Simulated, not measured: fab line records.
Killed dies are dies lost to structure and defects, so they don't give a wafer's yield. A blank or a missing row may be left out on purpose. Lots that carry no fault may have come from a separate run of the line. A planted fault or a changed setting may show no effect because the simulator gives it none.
fab line records	flow sky130
[record] lots = 13	wafers = 39	last_day = 50
route steps=708 shown LDD_HVN@277 SD_P@327 LI_CONTACT@365 PAD_OPEN@708
lots untouched by any fault: they come from a run of this same line in which no faults occurred
start_h: start of the lot's first displayed wafer, in hours after the record's first day	wait_h: hours from the lot's prior step to this one	" identical to the entry in the row above	L1.1+2: one row covering several wafers at once	- no value present, or no start provided	* or withheld: withheld	< > ~ a bound
route shown NAME@n: a module of which the file shows steps, and the number in the route of the first	usual: mean and standard deviation over wafers with no fault	same: alike in all rows	chamber/n: place in a boat	sites: each site's reading	_std_site: the standard deviation of these	_edge_site: mean of outer sites minus mean of inner sites	radius_mm: for every site, how far away it sits from the centre of the wafer	mask NAME#n: copy n	behind: the tool/chamber that last shaped the wafer	hold: cause of the lot's hold/its duration in hours/its outcome	device: the transistor (n, p or np) that didn't switch	end of line: tests of these same wafers at the route's end	a step with no rows: only its recipe	killed: count of dies lost to structure and defects at first sort (not the wafer's yield)	map: dies across one wafer; x = killed, . = not, _ = none there
set.NAME: the setting that was run; set.NAME@STEP: the one run at that earlier step	model.NAME: the simulator's own value behind a step, which no gauge read
steps of the route over a sample of lots; a table a step, a row a wafer
services: when a tool's chamber went out of use (start_h, in hours from the record's first day, below 0 if earlier), for how many hours, and the reason
[[steps]]
[step SKY_LDD_HVN_TW_MEAS_10]
[usual] LDD_HVN_TW = 1433/19
lot.wafer	tool	chamber	start_h	wait_h	LDD_HVN_TW
L797.1	film_metro-02	-	486.76	0.1	1420
L797.3	"	-	"	"	1412
L797.6	"	-	"	"	1415
L798.1	film_metro-02	-	494.66	0.1	1417
L798.3	"	-	"	"	1415
L798.6	"	-	"	"	1411
L800.1	film_metro-04	-	512.61	0.1	1451
L800.3	"	-	"	"	1451
L800.4	"	-	"	"	1461
L801.2	film_metro-02	-	521.59	0.1	1410
L801.3	"	-	"	"	1413
L801.4	"	-	"	"	1417
L802.4	film_metro-01	-	524.89	0.1	1424
L802.5	"	-	"	"	1418
L802.6	"	-	"	"	1432
L803.1	film_metro-04	-	540.52	0.1	1455
L803.2	"	-	"	"	1450
L803.4	"	-	"	"	1454
L804.2	film_metro-04	-	542.52	0.1	1455
L804.5	"	-	"	"	1455
L804.6	"	-	"	"	1452
L806.1	film_metro-04	-	567.26	0.1	1461
L806.3	"	-	"	"	1454
L806.4	"	-	"	"	1455
L811.1	film_metro-01	-	613.02	0.1	1427
L811.3	"	-	"	"	1440
L811.5	"	-	"	"	1433
L814.1	film_metro-02	-	627.02	0.1	1411
L814.2	"	-	"	"	1411
L814.4	"	-	"	"	1405
L815.1	film_metro-04	-	636.05	0.1	1462
L815.2	"	-	"	"	1458
L815.4	"	-	"	"	1464
L817.2	film_metro-01	-	651.78	0.1	1435
L817.4	"	-	"	"	1436
L817.6	"	-	"	"	1438
L818.1	film_metro-02	-	657.87	0.1	1411
L818.3	"	-	"	"	1410
L818.6	"	-	"	"	1411
[step SKY_SD_P_CD_MEAS_07]
[recipe] target_cd_nm = 380
[usual] cd_nm = 379.4/2.3
lot.wafer	tool	chamber	start_h	wait_h	cd_nm
L797.1	cd_sem-02	-	607.69	0.1	376.5
L797.3	"	-	"	"	376.7
L797.6	"	-	"	"	378.1
L798.1	cd_sem-01	-	615.92	0.1	382.3
L798.3	"	-	"	"	381.1
L798.6	"	-	"	"	379.1
L800.1	cd_sem-01	-	633.72	0.1	381.2
L800.3	"	-	"	"	382.8
L800.4	"	-	"	"	381.1
L801.2	cd_sem-01	-	641.94	0.1	384.9
L801.3	"	-	"	"	382.3
L801.4	"	-	"	"	383.0
L803.1	cd_sem-02	-	658.24	0.1	381.8
L803.2	"	-	"	"	381.9
L803.4	"	-	"	"	379.7
L802.4	cd_sem-01	-	660.02	0.2	379.3
L802.5	"	-	"	"	379.4
L802.6	"	-	"	"	379.7
L804.2	cd_sem-02	-	662.94	0.1	377.1
L804.5	"	-	"	"	375.5
L804.6	"	-	"	"	375.4
L806.1	cd_sem-02	-	684.82	0.1	381.0
L806.3	"	-	"	"	379.2
L806.4	"	-	"	"	376.8
L811.1	cd_sem-02	-	729.29	0.1	376.6
L811.3	"	-	"	"	375.1
L811.5	"	-	"	"	376.7
L814.1	cd_sem-02	-	743.92	0.1	381.7
L814.2	"	-	"	"	376.5
L814.4	"	-	"	"	378.0
L815.1	cd_sem-02	-	750.34	0.1	380.0
L815.2	"	-	"	"	381.8
L815.4	"	-	"	"	381.6
L817.2	cd_sem-02	-	764.51	0.1	382.8
L817.4	"	-	"	"	382.6
L817.6	"	-	"	"	380.8
L818.1	cd_sem-01	-	771.24	0.2	380.7
L818.3	"	-	"	"	378.6
L818.6	"	-	"	"	382.0
[step SKY_LI_CONTACT_BOW_MEAS_03]
[recipe] mode = bow
[usual] LI_CONTACT_BOW = 55/6.5
lot.wafer	tool	chamber	start_h	wait_h	LI_CONTACT_BOW[um]
L797.1	film_metro-04	-	666.75	0.1	50
L797.3	"	-	"	"	44
L797.6	"	-	"	"	59
L798.1	film_metro-01	-	674.41	0.2	51
L798.3	"	-	"	"	60
L798.6	"	-	"	"	49
L800.1	film_metro-02	-	692.47	0.1	59
L800.3	"	-	"	"	51
L800.4	"	-	"	"	44
L801.2	film_metro-02	-	700.62	0.2	57
L801.3	"	-	"	"	49
L801.4	"	-	"	"	42
L803.1	film_metro-02	-	716.38	0.2	49
L803.2	"	-	"	"	50
L803.4	"	-	"	"	35
L802.4	film_metro-04	-	718.00	0.3	60
L802.5	"	-	"	"	54
L802.6	"	-	"	"	47
L804.2	film_metro-01	-	722.35	0.2	49
L804.5	"	-	"	"	56
L804.6	"	-	"	"	43
L806.1	film_metro-01	-	742.60	0.1	54
L806.3	"	-	"	"	58
L806.4	"	-	"	"	51
L811.1	film_metro-02	-	785.48	0.1	51
L811.3	"	-	"	"	50
L811.5	"	-	"	"	58
L814.1	film_metro-02	-	800.25	0.2	60
L814.2	"	-	"	"	62
L814.4	"	-	"	"	61
L815.1	film_metro-01	-	805.47	0.1	59
L815.2	"	-	"	"	62
L815.4	"	-	"	"	47
L817.2	film_metro-02	-	819.14	0.1	50
L817.4	"	-	"	"	68
L817.6	"	-	"	"	61
L818.1	film_metro-04	-	826.19	0.1	64
L818.3	"	-	"	"	53
L818.6	"	-	"	"	57
[step SKY_LI_CONTACT_EXPOSE_09]
[recipe] mask_id = LICM1	na = 0.8	source_shape = annular	sigma_inner = 0.55	sigma_outer = 0.85	target_cd_nm = 170	dose_mj = 38
[usual] reticle_temp_C = 23.01/0.093
lot.wafer	tool	chamber	start_h	wait_h	mask	reticle_temp_C
L797.1	krf_scanner-02	0	681.10	-	LICM1#0	22.79
L797.3	"	0	"	"	LICM1#0	22.99
L797.6	"	0	"	"	LICM1#0	23.01
L798.1	krf_scanner-01	0	689.13	-	LICM1#0	22.96
L798.3	"	0	"	"	LICM1#0	23.15
L798.6	"	0	"	"	LICM1#0	23.04
L800.1	krf_scanner-02	0	707.07	-	LICM1#0	23.13
L800.3	"	0	"	"	LICM1#0	23.28
L800.4	"	0	"	"	LICM1#0	22.95
L801.2	krf_scanner-01	0	714.55	-	LICM1#0	23.00
L801.3	"	0	"	"	LICM1#0	22.93
L801.4	"	0	"	"	LICM1#0	23.10
L803.1	krf_scanner-01	0	730.25	-	LICM1#0	23.00
L803.2	"	0	"	"	LICM1#0	22.96
L803.4	"	0	"	"	LICM1#0	22.99
L802.4	krf_scanner-01	0	731.71	-	LICM1#0	22.91
L802.5	"	0	"	"	LICM1#0	22.94
L802.6	"	0	"	"	LICM1#0	22.89
L804.2	krf_scanner-02	0	736.60	-	LICM1#0	23.01
L804.5	"	0	"	"	LICM1#0	22.95
L804.6	"	0	"	"	LICM1#0	22.95
L806.1	krf_scanner-02	0	756.49	-	LICM1_R1#0	23.05
L806.3	"	0	"	"	LICM1_R1#0	22.99
L806.4	"	0	"	"	LICM1_R1#0	23.05
L811.1	krf_scanner-01	0	798.97	-	LICM1#0	23.12
L811.3	"	0	"	"	LICM1#0	23.13
L811.5	"	0	"	"	LICM1#0	22.97
L814.1	krf_scanner-02	0	813.17	-	LICM1#0	22.82
L814.2	"	0	"	"	LICM1#0	23.00
L814.4	"	0	"	"	LICM1#0	22.93
L815.1	krf_scanner-02	0	818.25	-	LICM1#0	23.04
L815.2	"	0	"	"	LICM1#0	22.98
L815.4	"	0	"	"	LICM1#0	22.95
L817.2	krf_scanner-02	0	832.57	-	LICM1#0	23.13
L817.4	"	0	"	"	LICM1#0	22.95
L817.6	"	0	"	"	LICM1#0	23.22
L818.1	krf_scanner-02	0	839.80	-	LICM1#0	23.02
L818.3	"	0	"	"	LICM1#0	23.15
L818.6	"	0	"	"	LICM1#0	23.09
[step SKY_LI_CONTACT_CD_MEAS_12]
[recipe] target_cd_nm = 170
[usual] cd_nm = 170.4/1.3
lot.wafer	tool	chamber	start_h	wait_h	cd_nm
L797.1	cd_sem-01	-	694.82	-	173.2
L797.3	"	-	"	"	173.2
L797.6	"	-	"	"	171.8
L798.1	cd_sem-02	-	702.70	-	173.3
L798.3	"	-	"	"	170.8
L798.6	"	-	"	"	170.0
L800.1	cd_sem-01	-	721.32	-	170.0
L800.3	"	-	"	"	170.1
L800.4	"	-	"	"	169.9
L801.2	cd_sem-02	-	728.07	-	171.0
L801.3	"	-	"	"	171.0
L801.4	"	-	"	"	170.1
L803.1	cd_sem-01	-	744.02	-	172.1
L803.2	"	-	"	"	170.4
L803.4	"	-	"	"	170.4
L802.4	cd_sem-01	-	745.33	-	167.9
L802.5	"	-	"	"	169.2
L802.6	"	-	"	"	169.4
L804.2	cd_sem-02	-	750.17	-	168.9
L804.5	"	-	"	"	168.2
L804.6	"	-	"	"	168.6
L806.1	cd_sem-01	-	770.12	-	138.3
L806.3	"	-	"	"	136.7
L806.4	"	-	"	"	137.1
L811.1	cd_sem-02	-	811.97	-	169.8
L811.3	"	-	"	"	169.9
L811.5	"	-	"	"	170.3
L814.1	cd_sem-02	-	826.25	-	171.8
L814.2	"	-	"	"	170.6
L814.4	"	-	"	"	171.6
L815.1	cd_sem-02	-	831.32	-	169.2
L815.2	"	-	"	"	170.4
L815.4	"	-	"	"	170.1
L817.2	cd_sem-01	-	845.04	-	171.5
L817.4	"	-	"	"	171.3
L817.6	"	-	"	"	172.2
L818.1	cd_sem-02	-	852.72	-	170.4
L818.3	"	-	"	"	170.8
L818.6	"	-	"	"	171.2
[step SKY_PAD_OPEN_PROBE_99]
[usual] killed_at_M0_to_M3 = 45/7.1	killed_at_M4_up = 3.0/1.8	killed_at_contacts = 24/5.4	killed_at_front_end = 16/4.9	killed_at_other = 0.3/0.63	killed_dies = 88/11	killed_on_rim = 17/3.4	killed_open = 47/7.4	killed_short = 40/7
[same] gross_dies = 492	killed_at_back_side = 0
lot.wafer	tool	chamber	start_h	wait_h	killed_at_M0_to_M3	killed_at_M4_up	killed_at_contacts	killed_at_front_end	killed_at_other	killed_dies	killed_on_rim	killed_open	killed_short
L797.1	prober-01	-	1089.68	0.1	38	4	25	15	0	82	17	43	38
L797.3	prober-01	-	1089.78	0.2	37	1	25	4	0	67	15	43	24
L797.6	prober-01	-	1089.93	0.2	50	3	29	11	0	93	19	43	50
L804.2	prober-02	-	1129.13	0.1	47	4	22	10	0	83	20	50	33
L804.5	prober-02	-	1129.28	0.2	49	1	15	20	1	86	21	43	43
L804.6	prober-02	-	1129.33	0.2	42	5	21	7	0	75	12	41	34
L806.1	prober-02	-	1141.84	0.1	41	2	272	14	0	329	29	52	33
L806.3	prober-02	-	1141.94	0.2	42	1	315	10	0	368	39	45	33
L806.4	prober-02	-	1141.99	0.2	36	1	278	17	0	332	40	47	36
L811.1	prober-01	-	1171.31	0.1	58	1	23	24	0	106	26	55	51
L811.3	prober-01	-	1171.41	0.2	46	2	22	13	0	83	20	36	47
L811.5	prober-01	-	1171.51	0.2	45	4	22	12	2	85	18	36	49
// killed by level:class
L797.1 CONTACT:geometric_particle:open=10 VIA1:geometric_particle:short=7 LI_CONTACT:geometric_particle:open=6 VIA1:geometric_particle:open=6 VIA2:geometric_particle:open=6 METAL3:geometric_particle:short=6 FIELD_ISO:geometric_particle:open=4 METAL1:geometric_particle:short=4
L797.3 VIA1:geometric_particle:open=12 CONTACT:geometric_particle:open=9 VIA3:geometric_particle:open=8 LI_CONTACT:geometric_particle:open=7 CONTACT:geometric_particle:short=5 METAL1:geometric_particle:short=5 LOCAL_INTERCONNECT:geometric_particle:short=3 VIA2:geometric_particle:open=3
L797.6 VIA1:geometric_particle:short=10 LI_CONTACT:geometric_particle:open=8 CONTACT:geometric_particle:open=7 METAL2:geometric_particle:short=7 CONTACT:geometric_particle:short=6 METAL1:geometric_particle:short=6 VIA3:geometric_particle:open=6 POLY_GATE:geometric_particle:short=5
L804.2 VIA1:geometric_particle:open=14 VIA3:geometric_particle:open=9 CONTACT:geometric_particle:open=8 LI_CONTACT:geometric_particle:open=7 METAL1:geometric_particle:short=5 METAL2:geometric_particle:short=4 POLY_GATE:geometric_particle:short=4 LOCAL_INTERCONNECT:geometric_particle:short=4
L804.5 METAL1:geometric_particle:short=9 VIA1:geometric_particle:open=8 METAL2:geometric_particle:short=7 VIA3:geometric_particle:open=7 FIELD_ISO:geometric_particle:short=6 VIA2:geometric_particle:open=6 POLY_GATE:geometric_particle:short=5 LOCAL_INTERCONNECT:geometric_particle:open=4
L804.6 VIA2:geometric_particle:open=11 VIA1:geometric_particle:open=9 CONTACT:geometric_particle:open=7 LI_CONTACT:geometric_particle:open=6 METAL1:geometric_particle:short=6 METAL2:geometric_particle:short=5 LOCAL_INTERCONNECT:geometric_particle:short=4 METAL4:geometric_particle:short=4
L806.1 LI_CONTACT:area_expose=244 CONTACT:geometric_particle:open=12 LI_CONTACT:geometric_particle:open=8 VIA1:geometric_particle:open=8 VIA1:geometric_particle:short=6 METAL2:geometric_particle:short=6 VIA3:geometric_particle:open=6 FIELD_ISO:geometric_particle:short=4
L806.3 LI_CONTACT:area_expose=290 VIA1:geometric_particle:open=12 LI_CONTACT:geometric_particle:open=8 CONTACT:geometric_particle:open=8 CONTACT:geometric_particle:short=5 VIA1:geometric_particle:short=5 METAL2:geometric_particle:short=5 VIA2:geometric_particle:open=5
L806.4 LI_CONTACT:area_expose=249 METAL2:geometric_particle:short=11 CONTACT:geometric_particle:open=11 LI_CONTACT:geometric_particle:open=9 CONTACT:geometric_particle:short=6 POLY_GATE:geometric_particle:open=5 METAL1:geometric_particle:open=5 FIELD_ISO:geometric_particle:short=4
L811.1 VIA2:geometric_particle:open=9 METAL1:geometric_particle:short=8 VIA1:geometric_particle:short=8 VIA1:geometric_particle:open=8 FIELD_ISO:geometric_particle:open=7 POLY_GATE:geometric_particle:open=7 LI_CONTACT:geometric_particle:open=7 METAL2:geometric_particle:short=7
L811.3 METAL2:geometric_particle:short=14 VIA1:geometric_particle:open=11 CONTACT:geometric_particle:open=7 VIA3:geometric_particle:short=6 CONTACT:geometric_particle:short=5 METAL1:geometric_particle:short=5 POLY_GATE:geometric_particle:short=4 POLY_GATE:geometric_particle:open=3
L811.5 VIA1:geometric_particle:short=10 VIA3:geometric_particle:open=7 LI_CONTACT:geometric_particle:open=7 VIA1:geometric_particle:open=7 CONTACT:geometric_particle:short=6 METAL3:geometric_particle:short=6 POLY_GATE:geometric_particle:open=4 LOCAL_INTERCONNECT:geometric_particle:short=4
[[services]]
tool	chamber	start_h	hours	kind
krf_scanner-02	0	720.19	-	calibration
krf_scanner-01	0	742.01	-	calibration
krf_scanner-01	-	755.38	1.0	pm
krf_scanner-01	-	757.56	1.3	pm
krf_scanner-02	-	771.14	0.8	pm
krf_scanner-02	-	777.80	4.4	pm
krf_scanner-02	-	788.27	1.0	pm
krf_scanner-02	-	809.53	1.3	pm
krf_scanner-01	-	810.83	0.8	pm
krf_scanner-01	-	824.80	0.3	repair
krf_scanner-01	-	835.28	0.6	repair
[[key]]
[first_sign] step = SKY_LI_CONTACT_EXPOSE_09	reading = mask	direction = changed
[effect] step = SKY_LI_CONTACT_CD_MEAS_12	reading = cd_nm	direction = down	sigmas = 25	usual = 170.4	struck = 137.4
[effect] step = SKY_PAD_OPEN_PROBE_99	reading = killed_at_contacts	direction = up	sigmas = 49	usual = 24	struck = 288
[more_kills_born_at] SKY_LI_CONTACT_EXPOSE_09@krf_scanner-02 = 783
met_at SKY_LI_CONTACT_EXPOSE_09
struck_lots L806
later_rows_left_out L806.3,L806.4
tester_left_out L806
not_acting_at SKY_LDD_HVN_TW_MEAS_10,SKY_SD_P_CD_MEAS_07,SKY_LI_CONTACT_BOW_MEAS_03
onset_between 736.60 756.49
[fault] kind = wrong_mask	tool = any	chamber = -	onset_h = 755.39	steps = SKY_LI_CONTACT_EXPOSE_09	aux_copy = LICM1_R1#0	cd_offset_nm = -34	scope = struck_lots_only
// tester_left_out: of these lots the tester's yield and bins aren't shown, on N5 and GAA mostly nor the transistor test; their killed dies are dies lost to structure and defects alone, not to doping, threshold or leakage, so they don't give the yield
// later_rows_left_out: the simulator's readings of these wafers behind a module that went badly wrong aren't trusted and aren't shown, but for the sort
